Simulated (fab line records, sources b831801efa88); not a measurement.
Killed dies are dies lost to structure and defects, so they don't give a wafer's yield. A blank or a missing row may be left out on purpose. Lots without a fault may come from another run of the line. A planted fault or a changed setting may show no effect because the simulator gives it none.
Which tool did it? | flow gf180mcu | 12 lots, 36 wafers sampled, at 5 steps of a route of 602

WHAT THE GAUGES READ, wafer by wafer
GF_HV_LDD_RS_MEAS_53: measures by four-point-probe. Usual: HV_LDD_RS 418.7 ohm/sq, standard deviation 0.79.
lot  | measured     | on            | HV_LDD_RS (ohm/sq)                  | flag
L524 | day 12 10:01 | film_metro-01 | 419.3 419.1 419.4                   |
L525 | day 12 14:31 | film_metro-03 | 418.0 418.9 416.6                   |
L527 | day 13 12:19 | film_metro-01 | 418.5 418.6 418.7                   |
L528 | day 13 20:36 | film_metro-01 | 418.6 419.1 419.2                   |
L529 | day 14 15:13 | film_metro-01 | 405.2 404.6 405.4 404.5 404.1 405.2 | OFF
L532 | day 15 02:43 | film_metro-01 | 405.9 405.2 405.1 405.8 405.0 405.5 | OFF
L534 | day 15 20:44 | film_metro-04 | 418.0 418.3 418.8                   |
L540 | day 17 18:52 | film_metro-03 | 417.1 417.5 417.0                   |
L541 | day 17 21:09 | film_metro-01 | 420.3 419.2 419.1                   |
L543 | day 18 19:47 | film_metro-03 | 418.2 419.7 418.8                   |
L545 | day 19 09:19 | film_metro-03 | 419.2 419.4 419.2                   |
L546 | day 19 16:01 | film_metro-03 | 417.5 418.7 418.9                   |

GF_M1_RS_MEAS_05: measures by four-point-probe. Usual: M1_ALCU_RS 0.0697 ohm/sq, standard deviation 0.00087.
lot  | measured     | on            | M1_ALCU_RS (ohm/sq)  | flag
L524 | day 16 03:29 | film_metro-02 | 0.0698 0.0707 0.0698 |
L525 | day 16 07:22 | film_metro-04 | 0.0709 0.0699 0.0694 |
L527 | day 17 10:32 | film_metro-04 | 0.0698 0.0688 0.0677 |
L528 | day 17 20:27 | film_metro-02 | 0.0710 0.0698 0.0705 |
L529 | day 18 16:50 | film_metro-04 | 0.0689 0.0692 0.0698 |
L532 | day 19 05:03 | film_metro-04 | 0.0695 0.0695 0.0699 |
L534 | day 20 02:32 | film_metro-04 | 0.0698 0.0690 0.0704 |
L540 | day 22 00:57 | film_metro-01 | 0.0685 0.0698 0.0680 |
L541 | day 22 04:09 | film_metro-04 | 0.0696 0.0705 0.0701 |
L543 | day 23 02:03 | film_metro-02 | 0.0683 0.0678 0.0686 |
L545 | day 23 14:14 | film_metro-02 | 0.0692 0.0692 0.0687 |
L546 | day 23 22:10 | film_metro-02 | 0.0682 0.0684 0.0702 |

WHICH TOOL RAN EACH LOT (tool, then ch and the chambers of the sampled wafers, then the start)
lot  | GF_HV_LDD_IMPLANT_09            | GF_HV_LDD_CVD_54            | GF_CONTACT_SPUTTER_23
L524 | implanter-03 ch 0, day 10 01:46 | lpcvd-01 ch 1, day 12 10:08 | pvd_sputter-01, day 16 02:39
L525 | implanter-03 ch 0, day 10 06:11 | lpcvd-01 ch 1, day 12 14:38 | pvd_sputter-03, day 16 06:30
L527 | implanter-03 ch 0, day 11 01:14 | lpcvd-02 ch 1, day 13 12:26 | pvd_sputter-03, day 17 09:42
L528 | implanter-03 ch 0, day 11 09:01 | lpcvd-01 ch 1, day 13 20:43 | pvd_sputter-01, day 17 19:37
L529 | implanter-03 ch 0, day 12 01:05 | lpcvd-02 ch 0, day 14 18:55 | pvd_sputter-03, day 18 15:59
L532 | implanter-03 ch 0, day 12 11:21 | lpcvd-02 ch 0, day 15 13:42 | pvd_sputter-02, day 19 04:09
L534 | implanter-04 ch 0, day 13 04:27 | lpcvd-02 ch 0, day 15 21:19 | pvd_sputter-02, day 20 01:41
L540 | implanter-03 ch 0, day 14 22:16 | lpcvd-02 ch 1, day 17 18:59 | pvd_sputter-02, day 22 00:07
L541 | implanter-03 ch 0, day 15 00:52 | lpcvd-01 ch 1, day 17 21:16 | pvd_sputter-03, day 22 03:19
L543 | implanter-03 ch 0, day 15 21:51 | lpcvd-02 ch 0, day 18 19:53 | pvd_sputter-01, day 23 01:11
L545 | implanter-03 ch 0, day 16 10:13 | lpcvd-02 ch 1, day 19 09:26 | pvd_sputter-02, day 23 13:24
L546 | implanter-03 ch 0, day 16 16:32 | lpcvd-01 ch 0, day 19 16:08 | pvd_sputter-03, day 23 21:14
- GF_HV_LDD_IMPLANT_09
- GF_HV_LDD_CVD_54: deposits SiO2 from TEOS, target thk 10 nm, time 75 s.
- GF_CONTACT_SPUTTER_23: material TiN, target thk 10 nm, time 40 s.

WHAT THE TOOLS THEMSELVES READ (means of the sampled wafers that have a number; where no wafer has one, the mark that the record gives instead)
GF_HV_LDD_IMPLANT_09. Usual: beam_energy_keV 39.997, standard deviation 0.013; dose_ions_cm2 1.0001e+14, standard deviation 1.1e+11; faraday_current_uA 564, standard deviation 11; tilt_deg 7.002 degrees, standard deviation 0.021.
lot  | tool         | beam_energy_keV | dose_ions_cm2 | faraday_current_uA | tilt_deg (degrees) | flag
L524 | implanter-03 | 40.006          | 9.9997e+13    | 558                | 7.001              |
L525 | implanter-03 | 40.000          | 1.0002e+14    | 567                | 7.012              |
L527 | implanter-03 | 40.012          | 1.0005e+14    | 556                | 6.991              |
L528 | implanter-03 | 39.995          | 9.9943e+13    | 564                | 7.013              |
L529 | implanter-03 | 39.989          | 1.0717e+14    | 610                | 7.048              | OFF
L532 | implanter-03 | 40.003          | 1.0719e+14    | 602                | 6.983              | OFF
L534 | implanter-04 | 39.986          | 9.9983e+13    | 557                | 7.002              |
L540 | implanter-03 | 40.005          | 9.9953e+13    | 568                | 7.004              |
L541 | implanter-03 | 39.998          | 1.0008e+14    | 548                | 7.024              |
L543 | implanter-03 | 40.006          | 1.0002e+14    | 566                | 6.995              |
L545 | implanter-03 | 39.995          | 9.9967e+13    | 558                | 6.986              |
L546 | implanter-03 | 39.999          | 9.9943e+13    | 565                | 6.974              |

GF_HV_LDD_CVD_54. Usual: zone_power_lower_pct 10.0 %, standard deviation 0.61.
lot  | tool     | zone_power_lower_pct (%) | flag
L524 | lpcvd-01 | 10.5                     |
L525 | lpcvd-01 | 10.5                     |
L527 | lpcvd-02 | 9.4                      |
L528 | lpcvd-01 | 10.3                     |
L529 | lpcvd-02 | 9.3                      |
L532 | lpcvd-02 | 9.3                      |
L534 | lpcvd-02 | 9.2                      |
L540 | lpcvd-02 | 9.4                      |
L541 | lpcvd-01 | 10.4                     |
L543 | lpcvd-02 | 9.3                      |
L545 | lpcvd-02 | 9.5                      |
L546 | lpcvd-01 | 10.9                     |

GF_CONTACT_SPUTTER_23. Usual: throttle_valve_pct 29.8 %, standard deviation 0.96.
lot  | tool           | throttle_valve_pct (%) | flag
L524 | pvd_sputter-01 | 29.0                   |
L525 | pvd_sputter-03 | 30.3                   |
L527 | pvd_sputter-03 | 29.8                   |
L528 | pvd_sputter-01 | 29.1                   |
L529 | pvd_sputter-03 | 30.7                   |
L532 | pvd_sputter-02 | 30.2                   |
L534 | pvd_sputter-02 | 30.4                   |
L540 | pvd_sputter-02 | 30.1                   |
L541 | pvd_sputter-03 | 30.0                   |
L543 | pvd_sputter-01 | 29.5                   |
L545 | pvd_sputter-02 | 30.5                   |
L546 | pvd_sputter-03 | 30.0                   |

THE ANSWER, worked out from the rows above alone
Rule: a lot is off if the mean of its wafers that have a number lies more than 3 standard deviations from the usual mean. A lot without any number at a reading at which 4 lots or more have one is off too. The other lots that the step has rows for count as sound. The gauges are gone through in route order, then the tools' own readings, and for those a lot's mean is taken as printed above. The first step at which some lot is off is used, and at that step the reading that is off furthest; a lot without a number counts as furthest.
Off: L529, L532, at GF_HV_LDD_RS_MEAS_53 (HV_LDD_RS).
A tool fits if, at a process step before that reading, it ran every lot that is off, and no sound lot after the first of them. The gauges at GF_HV_LDD_RS_MEAS_53 aren't tried: what is off there is off at GF_HV_LDD_IMPLANT_09 too, on other tools, and a gauge's error can't cause that. None of those tried fits.

WHAT THE SIMULATOR HAD PUT IN
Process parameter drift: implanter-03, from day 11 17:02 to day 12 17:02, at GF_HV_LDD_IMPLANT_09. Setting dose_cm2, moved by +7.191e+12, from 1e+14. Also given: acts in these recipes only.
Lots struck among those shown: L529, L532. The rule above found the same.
